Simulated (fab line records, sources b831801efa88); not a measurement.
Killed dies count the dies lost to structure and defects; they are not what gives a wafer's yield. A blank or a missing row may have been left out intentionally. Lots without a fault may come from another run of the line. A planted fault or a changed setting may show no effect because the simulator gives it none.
fab line records    flow sky130
record lots=14  wafers=42  lastDay=51
route steps=708 shown LDD_HVP@286 PAD_OPEN@708
lots that met no fault: taken from a fault-free run of the same line
startH: start of the lot's first displayed wafer, in hours after the record's first day    waitH: hours from the lot's prior step to this one    " identical to the entry in the row above    L1.1+2: a row that stands for several wafers    - either no value or no given start    * or withheld: withheld    < > ~ a bound
route shown NAME@n: names a module that has steps shown in the file, with the first one's number in the route    usual: average and standard deviation across the fault-free wafers    same: alike in all rows    chamber/n: place in a boat    sites: per-site readings    _std_site: the standard deviation of these    _edge_site: inner sites' mean taken away from outer sites' mean    radiusMm: for every site, how far away it sits from the centre of the wafer    mask NAME#n: copy n    behind: tool/chamber where the wafer was last shaped    hold: cause of the lot's hold/its duration in hours/its outcome    device: which transistor (n, p or np) failed to switch    end of line: the route-end tests of the same wafers    where a step has no rows: the recipe by itself    killed: at the first sort, the dies lost to defects and structure; wafer yield is something else    map: dies across one wafer; x = killed, . = not, _ = none there
set.NAME: the setting the step ran with; set.NAME@STEP: the setting that earlier step ran with    model.NAME: the simulator's own value behind a step, which no gauge read
one table for each step of the route and one row for each wafer, over a sample of lots
services: from which hour (startH, from the record's first day; less than 0 if before it) a tool's chamber was out of use, for how many hours, and why
## steps
# step SKY_LDD_HVP_IMPLANT_08
# recipe species=B  energyKev=20  doseCm2=1.7e+13  tiltDeg=17.9
# usual doseIonsCm2=1.6999e+13/1.8e+10  faradayCurrentUA=96.3/2
# same implantIonAmu=11
lot.wafer  tool          chamber  startH  waitH  doseIonsCm2  faradayCurrentUA
L501.1     implanter-04  0        517.52  0.0    1.7014e+13   97.4
L501.2     "             0        "       "      1.6986e+13   93.6
L501.6     "             0        "       "      1.701e+13    95.9
L502.2     implanter-04  0        529.33  0.0    1.6966e+13   95.4
L502.4     "             0        "       "      1.6991e+13   94.5
L502.5     "             0        "       "      1.6997e+13   96.8
L504.4     implanter-04  0        542.97  0.1    6.1592e+13   350.0
L504.5     "             0        "       "      6.1587e+13   335.5
L504.6     "             0        "       "      6.16e+13     340.8
L503.2     implanter-04  0        545.67  0.0    6.1548e+13   349.3
L503.4     "             0        "       "      6.1571e+13   333.7
L503.6     "             0        "       "      6.1626e+13   359.1
L505.2     implanter-03  0        553.62  0.0    1.7005e+13   96.2
L505.3     "             0        "       "      1.6996e+13   96.7
L505.6     "             0        "       "      1.7014e+13   95.6
L513.2     implanter-04  0        618.24  0.0    1.6999e+13   99.3
L513.3     "             0        "       "      1.7007e+13   96.6
L513.4     "             0        "       "      1.7036e+13   95.5
L514.1     implanter-03  0        622.49  0.0    1.7021e+13   99.1
L514.3     "             0        "       "      1.7014e+13   97.2
L514.6     "             0        "       "      1.7007e+13   96.5
L515.2     implanter-04  0        634.94  0.0    1.6993e+13   96.3
L515.3     "             0        "       "      1.7012e+13   97.7
L515.4     "             0        "       "      1.701e+13    101.4
L516.1     implanter-01  0        641.59  0.0    1.7002e+13   95.9
L516.2     "             0        "       "      1.698e+13    95.9
L516.6     "             0        "       "      1.7001e+13   94.7
L518.3     implanter-04  0        655.05  0.1    1.6989e+13   97.9
L518.4     "             0        "       "      1.6998e+13   96.8
L518.5     "             0        "       "      1.7013e+13   96.2
L519.4     implanter-01  0        667.74  0.1    1.6974e+13   96.9
L519.5     "             0        "       "      1.7017e+13   94.6
L519.6     "             0        "       "      1.6988e+13   96.3
L520.1     implanter-03  0        688.74  0.0    1.6986e+13   97.9
L520.3     "             0        "       "      1.7011e+13   95.2
L520.4     "             0        "       "      1.7021e+13   94.1
L522.1     implanter-04  0        689.67  0.0    1.7017e+13   97.6
L522.2     "             0        "       "      1.6988e+13   96.4
L522.6     "             0        "       "      1.6999e+13   97.0
L523.2     implanter-03  0        701.08  0.0    1.7001e+13   98.4
L523.3     "             0        "       "      1.7008e+13   93.7
L523.5     "             0        "       "      1.6994e+13   95.6
# step SKY_LDD_HVP_TW_MEAS_10
# usual LDD_HVP_TW=459.2/2.8
lot.wafer  tool          chamber  startH  waitH  hold                     LDD_HVP_TW
L501.1     filmMetro-04  -        517.77  0.1    -                        462.0
L501.2     "             -        "       "      -                        462.4
L501.6     "             -        "       "      -                        463.7
L502.2     filmMetro-01  -        529.56  0.1    -                        458.6
L502.4     "             -        "       "      -                        459.1
L502.5     "             -        "       "      -                        458.1
L504.4     filmMetro-03  -        543.17  0.1    awaitDispo/0.2h/release  690.3
L504.5     "             -        "       "      awaitDispo/0.2h/release  696.0
L504.6     "             -        "       "      awaitDispo/0.2h/release  688.5
L504.4     filmMetro-03  -        543.40  0.2    -                        690.9
L504.5     "             -        "       "      -                        692.3
L504.6     "             -        "       "      -                        689.6
L503.2     filmMetro-03  -        545.90  0.1    awaitDispo/0.2h/release  690.1
L503.4     "             -        "       "      awaitDispo/0.2h/release  694.5
L503.6     "             -        "       "      awaitDispo/0.2h/release  691.3
L503.2     filmMetro-03  -        546.13  0.2    -                        695.3
L503.4     "             -        "       "      -                        688.7
L503.6     "             -        "       "      -                        689.2
L505.2     filmMetro-03  -        553.85  0.1    -                        462.0
L505.3     "             -        "       "      -                        463.3
L505.6     "             -        "       "      -                        462.4
L513.2     filmMetro-01  -        618.48  0.1    -                        459.2
L513.3     "             -        "       "      -                        461.0
L513.4     "             -        "       "      -                        458.6
L514.1     filmMetro-03  -        622.74  0.1    -                        459.2
L514.3     "             -        "       "      -                        457.6
L514.6     "             -        "       "      -                        459.2
L515.2     filmMetro-04  -        635.18  0.1    -                        456.6
L515.3     "             -        "       "      -                        456.6
L515.4     "             -        "       "      -                        457.4
L516.1     filmMetro-03  -        641.84  0.1    -                        461.7
L516.2     "             -        "       "      -                        460.6
L516.6     "             -        "       "      -                        461.0
L518.3     filmMetro-01  -        655.27  0.1    -                        455.5
L518.4     "             -        "       "      -                        456.9
L518.5     "             -        "       "      -                        457.0
L519.4     filmMetro-01  -        667.95  0.1    -                        456.6
L519.5     "             -        "       "      -                        456.6
L519.6     "             -        "       "      -                        455.9
L520.1     filmMetro-04  -        688.99  0.1    -                        457.2
L520.3     "             -        "       "      -                        459.7
L520.4     "             -        "       "      -                        458.6
L522.1     filmMetro-04  -        689.92  0.1    -                        459.1
L522.2     "             -        "       "      -                        457.2
L522.6     "             -        "       "      -                        456.8
L523.2     filmMetro-03  -        701.31  0.1    -                        463.6
L523.3     "             -        "       "      -                        460.6
L523.5     "             -        "       "      -                        457.6
# step SKY_PAD_OPEN_PROBE_99
# usual defectLimitedYield=82.5/2  killed_at_M0_to_M3=44/6.9  killed_at_M4_up=3.1/1.7  killedAtContacts=25/5.6  killedAtFrontEnd=14/4.3  killedAtOther=0.3/0.51  killedDies=86/9.8  killedOpen=47/6.5  killedShort=39/6.6  sort_bin_3_pad_short=0.8/0.46  sort_bin_5_function=10.3/1.5  sort_bin_6_memory=6.4/1  sortNPass=406/9.8  sortYieldPct=82.5/2
# same grossDies=492  killedAtBackSide=0  sort_bin_4_leakage[%]=0  sort_bin_8_speed[%]=0
lot.wafer  tool       chamber  startH   waitH  defectLimitedYield[%]  killed_at_M0_to_M3  killed_at_M4_up  killedAtContacts  killedAtFrontEnd  killedAtOther  killedDies  killedOpen  killedShort  sort_bin_3_pad_short[%]  sort_bin_5_function[%]  sort_bin_6_memory[%]  sortNPass  sortYieldPct[%]
L501.1     prober-01  -        1102.87  0.1    77.4                   53                  2                37                19                0              111         58          53           1.8                      13.6                    7.1                   381        77.4
L501.2     prober-01  -        1102.92  0.1    82.1                   43                  1                22                22                0              88          58          30           0.4                      11.0                    6.5                   404        82.1
L501.6     prober-01  -        1103.12  0.2    79.1                   50                  2                33                18                0              103         56          47           1.6                      12.6                    6.7                   389        79.1
L502.2     prober-02  -        1112.53  0.1    81.7                   42                  6                24                18                0              90          50          40           0.8                      12.0                    5.5                   402        81.7
L502.4     prober-02  -        1112.63  0.2    81.3                   48                  2                23                19                0              92          47          45           1.0                      11.8                    5.9                   400        81.3
L502.5     prober-02  -        1112.68  0.2    83.3                   39                  6                19                18                0              82          39          43           0.4                      9.8                     6.5                   410        83.3
L505.2     prober-01  -        1125.12  0.1    85.0                   32                  3                30                9                 0              74          44          30           1.0                      8.3                     5.7                   418        85.0
L505.3     prober-01  -        1125.17  0.2    82.5                   47                  5                23                10                1              86          36          50           0.6                      10.6                    6.3                   406        82.5
L505.6     prober-01  -        1125.32  0.2    85.4                   40                  3                17                11                1              72          46          26           0.6                      8.5                     5.5                   420        85.4
L513.2     prober-02  -        1166.52  0.1    82.7                   41                  3                23                18                0              85          43          42           0.4                      9.3                     7.5                   407        82.7
L513.3     prober-02  -        1166.57  0.2    80.1                   42                  3                37                15                1              98          51          47           1.0                      12.0                    6.9                   394        80.1
L513.4     prober-02  -        1166.62  0.2    83.7                   36                  3                26                15                0              80          46          34           0.6                      9.1                     6.5                   412        83.7
L514.1     prober-02  -        1172.87  0.1    83.7                   35                  2                26                16                1              80          47          33           0.2                      8.7                     7.3                   412        83.7
L514.3     prober-02  -        1172.97  0.2    84.6                   27                  1                29                19                0              76          49          27           0.4                      9.6                     5.5                   416        84.6
L514.6     prober-02  -        1173.12  0.2    82.9                   45                  3                22                14                0              84          36          48           0.4                      10.0                    6.7                   408        82.9
L515.2     prober-01  -        1177.69  0.1    83.1                   44                  2                23                14                0              83          52          31           0.4                      10.6                    5.9                   409        83.1
L515.3     prober-01  -        1177.74  0.2    84.6                   40                  2                20                13                1              76          44          32           0.6                      9.6                     5.3                   416        84.6
L515.4     prober-01  -        1177.79  0.2    86.6                   29                  1                25                9                 2              66          30          36           0                        8.1                     5.3                   426        86.6
L516.1     prober-02  -        1181.77  0.1    82.9                   37                  2                25                19                1              84          45          39           2.4                      8.3                     6.3                   408        82.9
L516.2     prober-02  -        1181.82  0.1    82.1                   48                  5                20                14                1              88          42          46           0.8                      7.9                     9.1                   404        82.1
L516.6     prober-02  -        1182.02  0.2    79.9                   61                  6                20                12                0              99          60          39           1.0                      10.0                    9.1                   393        79.9
L519.4     prober-02  -        1195.42  0.2    82.7                   35                  3                25                22                0              85          42          43           0.4                      10.4                    6.5                   407        82.7
L519.5     prober-02  -        1195.47  0.2    82.7                   49                  2                22                12                0              85          40          45           0.6                      10.2                    6.5                   407        82.7
L519.6     prober-02  -        1195.52  0.2    85.2                   36                  1                24                12                0              73          47          26           0.2                      8.9                     5.7                   419        85.2
L520.1     prober-02  -        1208.66  0.1    82.9                   39                  2                24                19                0              84          47          37           1.0                      10.8                    5.3                   408        82.9
L520.3     prober-02  -        1208.76  0.2    82.9                   43                  5                22                14                0              84          47          37           0.8                      11.8                    4.5                   408        82.9
L520.4     prober-02  -        1208.81  0.2    84.1                   26                  6                32                14                0              78          44          34           0.8                      9.6                     5.5                   414        84.1
L522.1     prober-01  -        1209.94  0.1    87.6                   34                  3                17                7                 0              61          39          22           0.4                      7.5                     4.5                   431        87.6
L522.2     prober-01  -        1209.99  0.1    83.3                   32                  3                26                21                0              82          47          35           1.0                      9.8                     5.9                   410        83.3
L522.6     prober-01  -        1210.19  0.2    83.7                   36                  4                30                9                 1              80          50          30           0.6                      8.5                     7.1                   412        83.7
L518.3     prober-02  -        1211.60  0.2    85.4                   40                  2                23                7                 0              72          41          31           0.8                      8.9                     4.9                   420        85.4
L518.4     prober-02  -        1211.65  0.2    83.9                   55                  2                15                7                 0              79          41          38           0.6                      8.7                     6.7                   413        83.9
L518.5     prober-02  -        1211.70  0.2    84.6                   33                  5                25                13                0              76          49          27           0.4                      8.3                     6.7                   416        84.6
L523.2     prober-02  -        1214.58  0.1    82.7                   51                  2                18                14                0              85          38          47           0.4                      11.4                    5.5                   407        82.7
L523.3     prober-02  -        1214.63  0.2    80.3                   51                  2                25                19                0              97          43          54           1.8                      10.6                    7.3                   395        80.3
L523.5     prober-02  -        1214.73  0.2    83.9                   40                  1                20                17                1              79          42          37           0.8                      8.7                     6.5                   413        83.9
# killed by level:class
L501.1 CONTACT:geometricParticle:open=17 VIA1:geometricParticle:open=13 CONTACT:geometricParticle:short=11 FIELD_ISO:geometricParticle:short=8 VIA2:geometricParticle:open=7 VIA3:geometricParticle:open=7 VIA1:geometricParticle:short=6 METAL2:geometricParticle:short=6
L501.2 CONTACT:geometricParticle:open=11 VIA2:geometricParticle:open=10 VIA1:geometricParticle:open=10 FIELD_ISO:geometricParticle:short=6 METAL1:geometricParticle:short=6 VIA3:geometricParticle:open=6 FIELD_ISO:geometricParticle:open=5 POLY_GATE:geometricParticle:open=5
L501.6 CONTACT:geometricParticle:open=16 VIA1:geometricParticle:open=10 METAL1:geometricParticle:short=8 METAL2:geometricParticle:short=7 LI_CONTACT:geometricParticle:open=7 VIA3:geometricParticle:open=6 CONTACT:geometricParticle:short=6 FIELD_ISO:geometricParticle:short=4
L502.2 VIA1:geometricParticle:open=13 CONTACT:geometricParticle:open=8 METAL1:geometricParticle:short=8 LI_CONTACT:geometricParticle:open=7 FIELD_ISO:geometricParticle:open=6 LOCAL_INTERCONNECT:geometricParticle:short=6 METAL4:geometricParticle:short=6 FIELD_ISO:geometricParticle:short=5
L502.4 VIA1:geometricParticle:open=11 VIA3:geometricParticle:open=11 LI_CONTACT:geometricParticle:open=7 CONTACT:geometricParticle:open=7 VIA1:geometricParticle:short=7 FIELD_ISO:geometricParticle:short=5 LOCAL_INTERCONNECT:geometricParticle:short=5 METAL1:geometricParticle:short=5
L502.5 METAL1:geometricParticle:short=8 VIA1:geometricParticle:open=7 FIELD_ISO:geometricParticle:short=6 VIA1:geometricParticle:short=6 LI_CONTACT:geometricParticle:open=6 CONTACT:geometricParticle:open=5 VIA2:geometricParticle:open=5 FIELD_ISO:geometricParticle:open=4
L505.2 CONTACT:geometricParticle:open=15 VIA1:geometricParticle:open=9 VIA3:geometricParticle:open=6 LOCAL_INTERCONNECT:geometricParticle:short=5 METAL3:geometricParticle:short=5 LI_CONTACT:geometricParticle:open=4 METAL2:geometricParticle:short=4 FIELD_ISO:geometricParticle:short=3
L505.3 VIA2:geometricParticle:open=9 VIA1:geometricParticle:open=6 CONTACT:geometricParticle:open=6 LI_CONTACT:geometricParticle:open=5 CONTACT:geometricParticle:short=5 METAL1:geometricParticle:short=5 VIA3:geometricParticle:short=5 VIA1:geometricParticle:short=5
L505.6 VIA1:geometricParticle:open=11 VIA3:geometricParticle:open=8 CONTACT:geometricParticle:open=8 FIELD_ISO:geometricParticle:short=4 VIA2:geometricParticle:open=4 LI_CONTACT:geometricParticle:open=4 POLY_GATE:geometricParticle:open=3 LOCAL_INTERCONNECT:geometricParticle:short=3
L513.2 CONTACT:geometricParticle:open=8 VIA1:geometricParticle:open=8 FIELD_ISO:geometricParticle:short=6 CONTACT:geometricParticle:short=5 LI_CONTACT:geometricParticle:open=5 VIA2:geometricParticle:short=5 VIA2:geometricParticle:open=5 FIELD_ISO:geometricParticle:open=4
L513.3 CONTACT:geometricParticle:open=14 CONTACT:geometricParticle:short=9 VIA1:geometricParticle:open=9 LI_CONTACT:geometricParticle:open=8 METAL1:geometricParticle:short=8 METAL2:geometricParticle:short=5 VIA3:geometricParticle:open=5 METAL3:geometricParticle:short=4
L513.4 CONTACT:geometricParticle:open=11 LI_CONTACT:geometricParticle:open=7 VIA2:geometricParticle:open=6 VIA1:geometricParticle:short=6 FIELD_ISO:geometricParticle:short=5 VIA1:geometricParticle:open=5 LOCAL_INTERCONNECT:geometricParticle:short=4 METAL1:geometricParticle:open=4
L514.1 VIA1:geometricParticle:open=9 CONTACT:geometricParticle:open=9 LI_CONTACT:geometricParticle:short=6 LI_CONTACT:geometricParticle:open=6 VIA2:geometricParticle:open=6 FIELD_ISO:geometricParticle:short=5 POLY_GATE:geometricParticle:open=5 VIA3:geometricParticle:open=5
L514.3 CONTACT:geometricParticle:open=9 FIELD_ISO:geometricParticle:open=7 LI_CONTACT:geometricParticle:open=7 POLY_GATE:geometricParticle:open=6 LOCAL_INTERCONNECT:geometricParticle:short=5 VIA1:geometricParticle:open=5 METAL2:geometricParticle:short=5 VIA3:geometricParticle:open=5
L514.6 METAL1:geometricParticle:short=11 LI_CONTACT:geometricParticle:open=7 LOCAL_INTERCONNECT:geometricParticle:short=6 VIA1:geometricParticle:short=6 VIA1:geometricParticle:open=6 VIA2:geometricParticle:open=5 VIA3:geometricParticle:open=5 FIELD_ISO:geometricParticle:short=4
L515.2 VIA1:geometricParticle:open=10 CONTACT:geometricParticle:open=9 VIA2:geometricParticle:open=8 VIA3:geometricParticle:open=8 LI_CONTACT:geometricParticle:open=6 FIELD_ISO:geometricParticle:open=5 METAL1:geometricParticle:short=5 LI_CONTACT:geometricParticle:short=4
L515.3 VIA1:geometricParticle:open=14 CONTACT:geometricParticle:open=8 VIA3:geometricParticle:open=8 VIA1:geometricParticle:short=5 LI_CONTACT:geometricParticle:open=5 FIELD_ISO:geometricParticle:short=4 POLY_GATE:geometricParticle:short=4 VIA3:geometricParticle:short=4
L515.4 CONTACT:geometricParticle:open=6 LI_CONTACT:geometricParticle:short=5 LI_CONTACT:geometricParticle:open=5 CONTACT:geometricParticle:short=5 VIA1:geometricParticle:open=5 LOCAL_INTERCONNECT:geometricParticle:short=4 VIA3:geometricParticle:open=4 METAL1:geometricParticle:short=3
L516.1 VIA3:geometricParticle:open=9 LI_CONTACT:geometricParticle:open=8 CONTACT:geometricParticle:open=7 LOCAL_INTERCONNECT:geometricParticle:short=5 FIELD_ISO:geometricParticle:open=4 FIELD_ISO:geometricParticle:short=4 CONTACT:geometricParticle:short=4 VIA1:geometricParticle:open=4
L516.2 CONTACT:geometricParticle:open=10 METAL1:geometricParticle:short=9 VIA2:geometricParticle:open=8 VIA1:geometricParticle:open=7 VIA1:geometricParticle:short=5 METAL2:geometricParticle:short=5 FIELD_ISO:geometricParticle:short=4 CONTACT:geometricParticle:short=4
L516.6 VIA2:geometricParticle:open=12 CONTACT:geometricParticle:open=11 VIA1:geometricParticle:open=10 VIA3:geometricParticle:open=8 METAL1:geometricParticle:short=7 VIA2:geometricParticle:short=5 METAL3:geometricParticle:short=4 METAL4:geometricParticle:short=4
L519.4 VIA2:geometricParticle:open=11 FIELD_ISO:geometricParticle:short=10 CONTACT:geometricParticle:short=8 FIELD_ISO:geometricParticle:open=6 CONTACT:geometricParticle:open=6 VIA3:geometricParticle:open=5 VIA1:geometricParticle:open=5 POLY_GATE:geometricParticle:open=4
L519.5 VIA1:geometricParticle:short=9 VIA1:geometricParticle:open=8 VIA2:geometricParticle:open=8 METAL2:geometricParticle:short=7 CONTACT:geometricParticle:open=6 CONTACT:geometricParticle:short=6 LOCAL_INTERCONNECT:geometricParticle:short=5 METAL1:geometricParticle:short=5
L519.6 VIA1:geometricParticle:open=12 LI_CONTACT:geometricParticle:open=9 VIA1:geometricParticle:short=7 CONTACT:geometricParticle:open=7 FIELD_ISO:geometricParticle:open=6 CONTACT:geometricParticle:short=6 VIA2:geometricParticle:open=4 VIA3:geometricParticle:open=4
L520.1 VIA1:geometricParticle:open=14 LI_CONTACT:geometricParticle:open=9 FIELD_ISO:geometricParticle:open=8 FIELD_ISO:geometricParticle:short=7 VIA2:geometricParticle:open=6 LI_CONTACT:geometricParticle:short=5 CONTACT:geometricParticle:open=5 CONTACT:geometricParticle:short=5
L520.3 VIA1:geometricParticle:open=10 VIA1:geometricParticle:short=9 CONTACT:geometricParticle:open=8 METAL2:geometricParticle:short=6 VIA2:geometricParticle:open=6 LI_CONTACT:geometricParticle:open=6 FIELD_ISO:geometricParticle:short=4 POLY_GATE:geometricParticle:open=4
L520.4 CONTACT:geometricParticle:open=9 CONTACT:geometricParticle:short=7 LI_CONTACT:geometricParticle:open=6 VIA2:geometricParticle:open=6 VIA1:geometricParticle:open=5 METAL2:geometricParticle:short=5 FIELD_ISO:geometricParticle:open=4 LOCAL_INTERCONNECT:geometricParticle:short=4
L522.1 VIA1:geometricParticle:open=16 CONTACT:geometricParticle:open=5 LOCAL_INTERCONNECT:geometricParticle:short=5 VIA3:geometricParticle:open=4 POLY_GATE:geometricParticle:open=3 LI_CONTACT:geometricParticle:open=3 VIA1:geometricParticle:short=3 LI_CONTACT:geometricParticle:short=2
L522.2 VIA1:geometricParticle:open=12 CONTACT:geometricParticle:open=9 POLY_GATE:geometricParticle:open=8 LI_CONTACT:geometricParticle:open=6 LI_CONTACT:geometricParticle:short=5 FIELD_ISO:geometricParticle:short=4 POLY_GATE:geometricParticle:short=4 VIA3:geometricParticle:open=4
L522.6 CONTACT:geometricParticle:open=11 VIA3:geometricParticle:open=9 LI_CONTACT:geometricParticle:open=8 CONTACT:geometricParticle:short=7 VIA1:geometricParticle:open=6 METAL2:geometricParticle:short=6 POLY_GATE:geometricParticle:open=5 METAL3:geometricParticle:short=3
L518.3 LI_CONTACT:geometricParticle:open=8 CONTACT:geometricParticle:short=7 VIA3:geometricParticle:open=7 VIA1:geometricParticle:open=7 VIA2:geometricParticle:open=6 CONTACT:geometricParticle:open=5 FIELD_ISO:geometricParticle:open=4 METAL1:geometricParticle:short=4
L518.4 METAL2:geometricParticle:short=11 VIA1:geometricParticle:open=10 VIA2:geometricParticle:open=10 METAL1:geometricParticle:short=9 LI_CONTACT:geometricParticle:open=5 FIELD_ISO:geometricParticle:open=4 LI_CONTACT:geometricParticle:short=4 VIA2:geometricParticle:short=4
L518.5 CONTACT:geometricParticle:open=12 LI_CONTACT:geometricParticle:open=7 VIA2:geometricParticle:open=7 VIA1:geometricParticle:open=6 FIELD_ISO:geometricParticle:short=4 FIELD_ISO:geometricParticle:open=4 VIA3:geometricParticle:open=4 VIA3:geometricParticle:short=4
L523.2 VIA2:geometricParticle:open=12 METAL1:geometricParticle:short=9 METAL2:geometricParticle:short=7 POLY_GATE:geometricParticle:short=6 VIA3:geometricParticle:open=6 CONTACT:geometricParticle:open=6 CONTACT:geometricParticle:short=6 VIA1:geometricParticle:short=6
L523.3 VIA1:geometricParticle:open=12 CONTACT:geometricParticle:open=11 METAL2:geometricParticle:short=9 CONTACT:geometricParticle:short=6 POLY_GATE:geometricParticle:short=5 LOCAL_INTERCONNECT:geometricParticle:short=5 METAL1:geometricParticle:short=5 VIA1:geometricParticle:short=5
L523.5 VIA2:geometricParticle:open=11 VIA1:geometricParticle:open=8 FIELD_ISO:geometricParticle:short=7 CONTACT:geometricParticle:open=7 VIA3:geometricParticle:open=5 LI_CONTACT:geometricParticle:open=5 VIA1:geometricParticle:short=5 METAL2:geometricParticle:short=5
## services
tool          chamber  startH  hours  kind
implanter-03  -        539.98  0.7    repair
implanter-01  -        557.15  2.9    repair
implanter-04  -        566.10  7.1    pm
implanter-04  -        599.20  9.2    pm
implanter-04  -        608.38  1.2    repair
implanter-01  -        610.55  8.4    pm
implanter-04  -        638.76  2.2    repair
implanter-01  -        642.37  8.2    pm
implanter-04  -        651.07  0.8    repair
implanter-01  -        664.07  2.5    repair
implanter-01  -        688.36  2.8    repair
implanter-04  -        690.76  14.4   pm
implanter-01  -        694.66  19.3   repair
## key
firstSign step=SKY_LDD_HVP_IMPLANT_08  reading=doseIonsCm2  direction=up  sigmas=99+  usual=*  struck=*
effect step=SKY_LDD_HVP_IMPLANT_08  reading=faradayCurrentUA  direction=up  sigmas=99+  usual=96.3  struck=344.7
effect step=SKY_LDD_HVP_TW_MEAS_10  reading=visit  direction=added
effect step=SKY_LDD_HVP_TW_MEAS_10  reading=LDD_HVP_TW  direction=up  sigmas=83  usual=459.2  struck=691.8
metAt SKY_LDD_HVP_IMPLANT_08
struckLots L503,L504
scrappedBehind SKY_LDD_HVP_TW_MEAS_10 L503.2,L503.4,L503.6,L504.4,L504.5,L504.6
onsetBetween 529.33 542.97
fault kind=processParameterDrift  tool=implanter-04  chamber=-  onsetH=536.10  steps=SKY_LDD_HVP_IMPLANT_08  channel=doseCm2  offset=*  shape=step  endH=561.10  actsIn=*  stated=*
